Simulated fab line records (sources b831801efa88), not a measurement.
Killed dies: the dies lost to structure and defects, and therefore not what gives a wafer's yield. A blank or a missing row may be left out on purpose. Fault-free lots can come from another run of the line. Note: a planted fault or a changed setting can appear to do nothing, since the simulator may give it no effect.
Chamber matching ; flow sky130 ; rie_diel-02 running SKY_POLY_CUT_ETCH_11: 4 sister chambers
The step etches Si3N4 in CF4/CH2F2/Ar, stops on poly-Si, time 42.5 s, target depth 60 nm. 8 wafers are shown with their chamber, then 7 later ones without.

WAFERS, EACH WITH ITS CHAMBER
wafer;chamber;drypump_motor_current_A (A);oes_product_au (a.u.)
L529.1;3;6.5;0.831
L529.4;0;5.2;0.827
L532.5;1;6.4;0.836
L535.3;2;5.8;0.826
L535.6;0;5.2;0.832
L539.1;3;6.4;0.832
L539.6;2;5.8;0.835
L544.3;1;6.3;0.834

WAFERS WITHOUT THEIR CHAMBER
wafer;drypump_motor_current_A (A);oes_product_au (a.u.)
L544.4;5.8;0.830
L544.6;6.4;0.832
L547.2;5.8;0.838
L547.4;5.2;0.828
L547.5;5.2;0.827
L550.1;6.4;0.842
L550.6;5.8;0.835

WHICH CHAMBER EACH WENT THROUGH
wafer;from the rows above;in truth
L544.4;2;2
L544.6;can't be placed: 3 or 1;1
L547.2;2;2
L547.4;0;0
L547.5;0;0
L550.1;can't be placed: 1 or 3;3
L550.6;2;2
Placed correctly: 5 of 7. Not placeable from these rows: 2 (in 2, the candidates include the true chamber). Placed wrongly: 0.
How it was worked out, from the rows above alone: a wafer's distance from a chamber is the root of the sum, over the readings, of the square of ((its reading less the chamber's mean) divided by the reading's scatter). The wafer belongs to the nearest chamber; if the next one is less than 2 further off, it can't be placed. A chamber's mean is the mean of its shown wafers. The scatter: the root of (the sum of the squares of (reading less its chamber's mean) over the shown wafers, divided by (wafers less chambers)).
